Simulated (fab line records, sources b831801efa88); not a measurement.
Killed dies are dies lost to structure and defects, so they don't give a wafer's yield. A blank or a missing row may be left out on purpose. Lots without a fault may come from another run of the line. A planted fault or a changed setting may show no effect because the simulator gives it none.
Tool commonality check | flow gf180mcu | 14 lots, 42 wafers sampled

WHY IT WAS OPENED
At GF_V1_THK_MEAS_01 the reading V1_CVD_00_THK is flagged on 2 of 14 lots. Wafers without a fault read 599 nm, standard deviation 7.
Rule: a lot is flagged when every wafer of it that has a number lies more than 4 standard deviations from that mean, or none has a number. The other lots count as sound.

lot  | measured     | on            | V1_CVD_00_THK (nm), wafer by wafer | flag
L605 | day 18 08:10 | film_metro-01 | 593 589 595                        |
L604 | day 18 10:11 | film_metro-04 | 599 598 600                        |
L606 | day 18 21:34 | film_metro-04 | 593 589 583                        |
L607 | day 19 09:16 | film_metro-03 | 604 599 603                        |
L608 | day 19 14:43 | film_metro-03 | 597 601 601                        |
L610 | day 20 05:29 | film_metro-03 | 610 598 601                        |
L612 | day 20 21:51 | film_metro-03 | 587 590 588                        |
L613 | day 21 10:47 | film_metro-03 | 600 601 601                        |
L614 | day 21 15:16 | film_metro-04 | 597 596 593                        |
L615 | day 21 16:50 | film_metro-01 | 608 601 603                        |
L617 | day 22 15:28 | film_metro-01 | 598 584 598                        |
L619 | day 23 05:30 | film_metro-01 | 599 590 587                        |
L621 | day 23 20:16 | film_metro-01 | 486 470 475                        | FLAGGED
L625 | day 25 03:05 | film_metro-04 | 490 476 473                        | FLAGGED
The numbers of the flagged lots are 478 nm on average: -121 nm against the usual, or -17 standard deviations.

WHICH TOOL RAN EACH LOT
The record holds 1 process step before the reading, out of a route of 602 steps. In each cell: the tool, then ch and the chambers that the sampled wafers went through, then the start.
lot  | flag    | GF_V1_CVD_00
L605 |         | hdpcvd-01 ch 0,1,2, day 18 08:04
L604 |         | hdpcvd-02 ch 0,1, day 18 10:07
L606 |         | hdpcvd-02 ch 0,2, day 18 21:29
L607 |         | hdpcvd-01 ch 1,2, day 19 09:11
L608 |         | hdpcvd-01 ch 0,1,2, day 19 14:39
L610 |         | hdpcvd-02 ch 1,2, day 20 05:23
L612 |         | hdpcvd-02 ch 0,2, day 20 21:46
L613 |         | hdpcvd-01 ch 1,2, day 21 10:42
L614 |         | hdpcvd-02 ch 0,1,2, day 21 15:11
L615 |         | hdpcvd-01 ch 0,1,2, day 21 16:45
L617 |         | hdpcvd-02 ch 0,2, day 22 15:23
L619 |         | hdpcvd-02 ch 0,2, day 23 05:26
L621 | FLAGGED | hdpcvd-02 ch 0,1,2, day 23 20:11
L625 | FLAGGED | hdpcvd-02 ch 0,1,2, day 25 03:00
What these steps do:
- GF_V1_CVD_00: deposits SiO2, target thk 600 nm, time 100 s.
- GF_V1_THK_MEAS_01

FLAGGED OVER TOTAL, TOOL BY TOOL (the gauges that took the reading come last)
step              | tool          | lots run | flagged | share of the flagged lots | sound lots run after its first flagged lot
GF_V1_CVD_00      | hdpcvd-01     | 5        | 0       | none                      | -
GF_V1_CVD_00      | hdpcvd-02     | 9        | 2       | all                       | 0
GF_V1_THK_MEAS_01 | film_metro-01 | 5        | 1       | some                      | 0
GF_V1_THK_MEAS_01 | film_metro-03 | 5        | 0       | none                      | -
GF_V1_THK_MEAS_01 | film_metro-04 | 4        | 1       | some                      | 0

WHAT THE TABLE ALLOWS
1 row of the table ran every flagged lot: hdpcvd-02 at GF_V1_CVD_00.
- hdpcvd-02 at GF_V1_CVD_00: 2 of its 9 lots flagged. Its last sound lot is L619 (day 23 05:26), its first flagged lot L621 (day 23 20:11): a fault that began between those two fits. Its own readings lie more than 4 standard deviations out on every wafer of the flagged lots: sih4_flow_sccm.
One tool is left: hdpcvd-02 at GF_V1_CVD_00.

WHAT THE SIMULATOR HAD PUT IN
Process parameter drift: hdpcvd-02, from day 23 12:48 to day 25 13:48, at GF_V1_CVD_00. Setting sih4_flow_sccm, moved by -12, from 60. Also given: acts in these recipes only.
Lots struck among those shown: L621, L625. The rule above found the same.
